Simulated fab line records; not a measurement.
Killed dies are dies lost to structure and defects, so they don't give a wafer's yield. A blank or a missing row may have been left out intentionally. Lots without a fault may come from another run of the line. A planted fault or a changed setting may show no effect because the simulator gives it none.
Which tool did it? | flow gf180mcu | Sampling: 15 lots, 45 wafers, 2 of 602 route steps

== WHAT THE GAUGES SHOWED, per wafer ==
GF_V2_RS_MEAS_24: measurement is done with a four-point probe. Usual: V2_W_RS typically reads 0.351 ohm/sq, with standard deviation 0.0044.
lot  | measured     | on            | V2_W_RS (ohm/sq)  | flag
L353 | day 20 05:18 | film_metro-04 | 0.345 0.356 0.347 |
L354 | day 20 15:28 | film_metro-02 | 0.345 0.347 0.344 |
L355 | day 20 18:20 | film_metro-04 | 0.346 0.352 0.347 |
L356 | day 21 10:22 | film_metro-02 | 0.351 0.352 0.354 |
L359 | day 22 18:28 | film_metro-01 | 0.356 0.350 0.355 |
L361 | day 23 06:55 | film_metro-01 | 0.352 0.347 0.349 |
L362 | day 23 22:11 | film_metro-01 | 0.345 0.347 0.352 |
L363 | day 24 01:05 | film_metro-01 | 0.349 0.349 0.355 |
L367 | day 25 09:25 | film_metro-02 | 0.353 0.349 0.345 |
L371 | day 26 08:34 | film_metro-01 | 0.348 0.357 0.346 |
L372 | day 26 15:46 | film_metro-04 | 0.354 0.348 0.352 |
L373 | day 26 20:13 | film_metro-01 | 0.345 0.345 0.353 |
L374 | day 27 05:08 | film_metro-04 | 0.355 0.353 0.357 |
L375 | day 27 13:29 | film_metro-02 | 0.353 0.349 0.352 |
L376 | day 27 15:32 | film_metro-04 | 0.344 0.350 0.351 |

GF_V3_THK_MEAS_03. Usual: V3_CVD_02_THK typically reads 849 nm, with standard deviation 13.
lot  | measured     | on            | V3_CVD_02_THK (nm) | flag
L353 | day 21 08:07 | film_metro-02 | 862 850 877        |
L354 | day 21 17:37 | film_metro-03 | 859 872 865        |
L355 | day 21 21:20 | film_metro-03 | 816 857 859        |
L356 | day 22 12:02 | film_metro-02 | 850 844 860        |
L359 | day 23 19:17 | film_metro-02 | 848 838 842        |
L361 | day 24 07:16 | film_metro-01 | 860 865 846        |
L362 | day 24 22:03 | film_metro-03 | 837 829 855        |
L363 | day 25 00:50 | film_metro-02 | 845 842 838        |
L367 | day 26 08:24 | film_metro-01 | 852 860 858        |
L371 | day 27 07:21 | film_metro-03 | 833 853 849        |
L372 | day 27 14:06 | film_metro-01 | 837 847 849        |
L373 | day 27 18:13 | film_metro-01 | 859 881 868        |
L374 | day 28 02:41 | film_metro-03 | 835 849 852        |
L375 | day 28 10:37 | film_metro-03 | 843 838 843        |
L376 | day 28 12:54 | film_metro-01 | 865 860 838        |

== WHICH TOOL RAN EACH LOT (tool, then ch and the chambers of the sampled wafers, then the start) ==
Record: no process step prior to these readings.

== WHAT THE TOOLS THEMSELVES READ (means of the sampled wafers that have a number; where no wafer has one, the mark that the record gives instead) ==
The record holds no such reading with a usual standard deviation.

== THE ANSWER, worked out from the rows above alone ==
Rule: a lot is off if the mean of its wafers that have a number lies more than 3 standard deviations from the usual mean. A lot without any number at a reading at which 4 lots or more have one is off too. Any other lot the step has rows for is counted as sound. The gauges are gone through in route order, then the tools' own readings, and for those a lot's mean is taken as printed above. The first step at which some lot is off is used, and at that step the reading that is off furthest; a lot without a number counts as furthest.
None of the lots is off at any reading shown; this tells nothing.

== WHAT WAS PUT IN BY THE SIMULATOR ==
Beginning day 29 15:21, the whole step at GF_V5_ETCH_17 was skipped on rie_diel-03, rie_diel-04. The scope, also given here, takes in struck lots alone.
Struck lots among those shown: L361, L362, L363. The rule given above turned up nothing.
